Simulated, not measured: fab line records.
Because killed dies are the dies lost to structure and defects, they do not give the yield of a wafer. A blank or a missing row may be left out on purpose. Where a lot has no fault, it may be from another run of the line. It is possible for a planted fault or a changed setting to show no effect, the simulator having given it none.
Matching of chambers	flow gf180mcu	4 sister chambers for GF_CONTACT_CMP_04 on cmp-01
The step polishes SiO2. 4 wafers are shown with their chamber, then 10 later ones without.

== WAFERS WITH THEIR CHAMBER ==
wafer	chamber	motorCurrentA (A)
L678.4	2	10.7
L690.4	1	13.5
L691.1	3	11.2
L691.3	0	12.4

== WAFERS WITHOUT THEIR CHAMBER ==
wafer	motorCurrentA (A)
L691.6	10.6
L693.2	11.1
L693.3	13.3
L693.4	12.6
L694.3	12.1
L694.4	11.6
L694.5	12.7
L695.3	11.0
L695.4	12.2
L695.6	12.6

== CHAMBER TAKEN BY EACH ==
wafer	from the rows above	in truth
L691.6	2	2
L693.2	can't be placed: 3 or 2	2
L693.3	1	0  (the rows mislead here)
L693.4	0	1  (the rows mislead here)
L694.3	0	0
L694.4	can't be placed: 3 or 0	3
L694.5	0	0
L695.3	can't be placed: 3 or 2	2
L695.4	0	0
L695.6	0	0
Correct placement for 5 of the 10. Not placeable from these rows: 3 (in 3, the candidates include the true chamber). 2 placed wrongly.
How it was worked out, from the rows above alone: a wafer's distance from a chamber is the root of the sum, over the readings, of the square of ((its reading less the chamber's mean) divided by the reading's scatter). If the next closest chamber is less than 2 further off than the closest, the wafer can't be placed; otherwise it belongs to the closest. The mean given for a chamber averages the wafers shown for that chamber. The scatter (one wafer shown for each chamber): square how far every hidden wafer sits from the nearest shown wafer, average those squares and take the square root.
